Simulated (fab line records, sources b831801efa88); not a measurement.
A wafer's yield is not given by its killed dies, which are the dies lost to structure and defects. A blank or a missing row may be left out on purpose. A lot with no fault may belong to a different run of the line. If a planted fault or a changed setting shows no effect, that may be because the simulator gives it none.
The tool behind it: which one? / flow sky130 / 11 lots, 33 wafers sampled, at 4 steps of a route of 708

== WHAT THE GAUGES READ, wafer by wafer ==
SKY_CAP2M_THK_MEAS_04: measures by xrf.
lot=L562; measured=day 40 16:32; on=filmMetro-02; CAP2M_TIN_THK (nm)=200.1 203.1 202.1
lot=L564; measured=day 41 21:43; on=filmMetro-04; CAP2M_TIN_THK (nm)=200.7 202.2 200.9
lot=L565; measured=day 41 23:10; on=filmMetro-01; CAP2M_TIN_THK (nm)=202.7 202.3 202.9
lot=L569; measured=day 42 19:22; on=filmMetro-02; CAP2M_TIN_THK (nm)=199.7 199.8 200.2
lot=L570; measured=day 43 00:50; on=filmMetro-01; CAP2M_TIN_THK (nm)=201.9 200.5 201.4
lot=L572; measured=day 43 19:09; on=filmMetro-02; CAP2M_TIN_THK (nm)=202.6 202.0 201.8
lot=L573; measured=day 44 00:10; on=filmMetro-02; CAP2M_TIN_THK (nm)=199.1 197.7 198.6
lot=L574; measured=day 44 03:50; on=filmMetro-02; CAP2M_TIN_THK (nm)=200.4 202.0 200.2
lot=L579; measured=day 45 10:38; on=filmMetro-04; CAP2M_TIN_THK (nm)=199.8 200.8 201.0
lot=L581; measured=day 45 21:53; on=filmMetro-04; CAP2M_TIN_THK (nm)=204.6 203.3 201.9
lot=L582; measured=day 46 01:37; on=filmMetro-04; CAP2M_TIN_THK (nm)=203.3 202.4 204.2

== TOOL THAT RAN EACH LOT (tool first, then ch and the chambers of the sampled wafers, then the start) ==
lot=L562; SKY_VIA3_ETCH_14=rieDiel-03 ch 2,3, day 40 14:40; SKY_VIA3_CVD_21=cvdW-02 ch 0, day 40 15:28; SKY_METAL4_SPUTTER_02=pvdSputter-01, day 40 16:07
lot=L564; SKY_VIA3_ETCH_14=rieDiel-02 ch 0,1, day 41 19:25; SKY_VIA3_CVD_21=cvdW-02 ch 0,1, day 41 20:41; SKY_METAL4_SPUTTER_02=pvdSputter-03, day 41 21:17
lot=L565; SKY_VIA3_ETCH_14=rieDiel-02 ch 0,3, day 41 20:55; SKY_VIA3_CVD_21=cvdW-02 ch 0,1, day 41 22:05; SKY_METAL4_SPUTTER_02=pvdSputter-03, day 41 22:44
lot=L569; SKY_VIA3_ETCH_14=rieDiel-03 ch 0,1, day 42 17:31; SKY_VIA3_CVD_21=cvdW-02 ch 0,1, day 42 18:17; SKY_METAL4_SPUTTER_02=pvdSputter-03, day 42 18:57
lot=L570; SKY_VIA3_ETCH_14=rieDiel-03 ch 2,3, day 42 22:59; SKY_VIA3_CVD_21=cvdW-01 ch 0,1, day 42 23:46; SKY_METAL4_SPUTTER_02=pvdSputter-02, day 43 00:25
lot=L572; SKY_VIA3_ETCH_14=rieDiel-03 ch 0,1,2, day 43 17:20; SKY_VIA3_CVD_21=cvdW-01 ch 0,1, day 43 18:05; SKY_METAL4_SPUTTER_02=pvdSputter-03, day 43 18:44
lot=L573; SKY_VIA3_ETCH_14=rieDiel-03 ch 0,2, day 43 22:10; SKY_VIA3_CVD_21=cvdW-01 ch 0, day 43 23:05; SKY_METAL4_SPUTTER_02=pvdSputter-03, day 43 23:44
lot=L574; SKY_VIA3_ETCH_14=rieDiel-04 ch 1,2,3, day 44 01:55; SKY_VIA3_CVD_21=cvdW-02 ch 0, day 44 02:46; SKY_METAL4_SPUTTER_02=pvdSputter-03, day 44 03:25
lot=L579; SKY_VIA3_ETCH_14=rieDiel-02 ch 0,1,2, day 45 08:49; SKY_VIA3_CVD_21=cvdW-02 ch 0,1, day 45 09:34; SKY_METAL4_SPUTTER_02=pvdSputter-03, day 45 10:13
lot=L581; SKY_VIA3_ETCH_14=rieDiel-03 ch 1,2,3, day 45 19:46; SKY_VIA3_CVD_21=cvdW-02 ch 0,1, day 45 20:35; SKY_METAL4_SPUTTER_02=pvdSputter-01, day 45 21:28
lot=L582; SKY_VIA3_ETCH_14=rieDiel-04 ch 0,2, day 45 23:47; SKY_VIA3_CVD_21=cvdW-02 ch 0,1, day 46 00:33; SKY_METAL4_SPUTTER_02=pvdSputter-01, day 46 01:12
- SKY_VIA3_ETCH_14: etches BARC in N2/H2, stops on SiO2, time 45.9 s, target depth 60 nm.
- SKY_VIA3_CVD_21: deposits W, target thk 390 nm, time 117.31 s.
- SKY_METAL4_SPUTTER_02: material AlCu, target thk 735 nm, time 39.1 s.

== THE ANSWER, worked out from the rows above alone ==
Rule: the usual values come from the lots themselves. The widest of any qualifying gaps counts: lots, ordered by their means at a reading, are off when they make up no more than a third of the lots, leave a main group of 4 or more, and stand apart from it by 3 or more times the standard deviation of that group's means. Not used: any main group whose means are identical at the precision the tables above print for the reading. A lot without any number at a reading at which 4 lots or more have one is off too. The other lots that the step has rows for count as sound.
None of the lots is off at any reading shown; this tells nothing.

== WHAT HAD BEEN PUT IN BY THE SIMULATOR ==
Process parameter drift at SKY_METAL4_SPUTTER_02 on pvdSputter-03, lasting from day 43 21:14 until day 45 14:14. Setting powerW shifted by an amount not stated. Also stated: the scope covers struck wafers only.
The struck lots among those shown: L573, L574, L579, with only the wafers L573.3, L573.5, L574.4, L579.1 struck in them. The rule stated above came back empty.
